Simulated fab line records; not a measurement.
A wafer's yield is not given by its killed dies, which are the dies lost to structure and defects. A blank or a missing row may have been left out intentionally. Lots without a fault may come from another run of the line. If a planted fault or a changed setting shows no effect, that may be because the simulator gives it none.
A struck lot beside a sound one | flow sky130 | 17 out of 708 route steps
Sound: the wafers L493.1, L493.3, L493.4. The struck wafers were L496.2, L496.5, L496.6. The cause is named last.
For every step that has rows: the tool of each side, followed by ch and its chambers, followed by its first start. Under that, the readings that differ: sound wafers | struck wafers | difference of the means | sigmas: that difference in standard deviations of wafers without a fault.
alike: readings with means less than 2 such deviations apart, plus words and numbers identical on both sides. not compared: withheld readings, readings lacking a value on some wafer, bounds such as >300 that could conceal the same value, and numbers that have no deviation in the record and whose values overlap.
Wherever a step has rows on one side only, a row that says differs or no value, or a row with sigmas, the two part there. Non-overlapping numbers with no deviation appear without sigmas and do not part them. Lack of a reading on every wafer of one side parts them only where that side has two or more wafers.

first, 1 step without rows for these wafers: SKY_VT_ADJUST_LVTN_IMPLANT_19.
SKY_VT_ADJUST_LVTN_STRIP_20: strips in O2/N2.
  sound on plasma asher-01 ch 0,1, day 10 21:04; struck on plasma asher-01 ch 0,1, day 11 13:51
  reading                      | sound             | struck            | difference | sigmas
  strip time to endpoint s (s) | 14.15 14.12 14.13 | 14.26 14.22 14.22 | +0.10      | +2
  alike: drypump motor current A, oes product au
  not compared: rf hours counter h
SKY_VT_ADJUST_LVTN_TW_MEAS_21:
  sound on film metro-01 at day 10 21:10; struck on film metro-01 at day 11 13:58
  alike: VT_ADJUST_LVTN_2_TW
then, 7 steps without rows for these wafers: SKY_VT_ADJUST_NCORE_DEHYDRATE_00 (time 60 s); SKY_VT_ADJUST_NCORE_HMDS_01 (prime time 60 s); SKY_VT_ADJUST_NCORE_COAT_02 (resist thk 1140 nm); SKY_VT_ADJUST_NCORE_SOFTBAKE_03 (time 60 s); SKY_VT_ADJUST_NCORE_EXPOSE_04 (exposes mask LVTN COMPLEMENT THIN, target cd 380 nm); SKY_VT_ADJUST_NCORE_PEB_05; SKY_VT_ADJUST_NCORE_DEVELOP_06 (develop time 60 s).
SKY_VT_ADJUST_NCORE_CD_MEAS_07: the cd target is 380 nm.
  sound on cd sem-02 at day 11 19:49; struck on cd sem-02 at day 12 14:05
  alike: cd nm
SKY_VT_ADJUST_NCORE_OVL_MEAS_08:
  sound on overlay-01 at day 11 19:56; struck on overlay-02 at day 12 14:12
  alike: VT_ADJUST_NCORE_OVL
SKY_VT_ADJUST_NCORE_IMPLANT_09:
  sound on implanter-03 ch 0, day 11 19:58; struck on implanter-03 ch 0, day 12 14:15
  reading            | sound             | struck            | difference | sigmas
  beam on s (s)      | 10.27 10.07 9.81  | 12.60 12.37 11.97 | +2.26      | +12
  faraday current uA | 13.24 13.45 13.76 | 10.72 10.94 11.32 | -2.49      | -10
SKY_VT_ADJUST_NCORE_STRIP_10: strips in O2/N2.
  sound on plasma asher-01 ch 0,1, day 11 20:07; struck on plasma asher-03 ch 0,1, day 12 14:23
  alike: drypump motor current A, oes product au, strip time to endpoint s
  not compared: rf hours counter h
SKY_VT_ADJUST_NCORE_TW_MEAS_11:
  sound on film metro-02 at day 11 20:13; struck on film metro-01 at day 12 14:29
  reading            | sound             | struck            | difference | sigmas
  VT_ADJUST_NCORE_TW | 219.6 219.5 219.6 | 231.4 231.5 231.1 | +11.8      | +7
then, 1 step without rows for these wafers: SKY_VT_ADJUST_HVTR_DEHYDRATE_00 (time 60 s).
-- the record jumps here: 37 days lie between the struck wafers' starts before and after (it left off in module VT_ADJUST_HVTR and takes up again in module PAD_OPEN, whose first step shown is number 708 of the route) --
SKY_PAD_OPEN_PROBE_99:
  sound on prober-02 at day 48 13:53; struck on prober-01 at day 49 17:53
  reading                                    | sound                         | struck                        | difference | sigmas
  model.etest.nfet_16v.r on ohm um           | 1.405e+04 1.402e+04 1.393e+04 | 1.518e+04 1.534e+04 1.53e+04  | +1.273e+03 |
  model.etest.pfet_16v.r on ohm um           | 1.506e+04 1.484e+04 1.49e+04  | 1.451e+04 1.475e+04 1.446e+04 | -3.600e+02 |
  model.etest.pfet g5v0d10v5.r on ohm um     | 4744 4736 4647                | 4386 4434 4428                | -293       |
  model.etest.res pwell under gate.rs ohm sq | 2269 2274 2283                | 2220 2196 2221                | -63        |
  model.etest.nfet g5v0d10v5.r on ohm um     | 1894 1874 1883                | 1930 1950 1929                | +53        |
  model.etest.tip_p_5v.rs ohm sq             | 2869 2862 2848                | 2763 2795 2792                | -76        |
  alike: killed_at_M0_to_M3, killed_at_M4_up, killed at contacts, killed at front end, killed at other, killed dies, killed open, killed short
  not compared: model.etest.tip p.rs ohm sq, model.etest.pfet_01v8.r on ohm um

## WHERE THEY PART
Earliest at SKY_VT_ADJUST_LVTN_STRIP_20; latest, in this record, at SKY_VT_ADJUST_NCORE_TW_MEAS_11. Later steps at which nothing parts them and some readings are alike: SKY_PAD_OPEN_PROBE_99.

WHY: what had been put in by the simulator
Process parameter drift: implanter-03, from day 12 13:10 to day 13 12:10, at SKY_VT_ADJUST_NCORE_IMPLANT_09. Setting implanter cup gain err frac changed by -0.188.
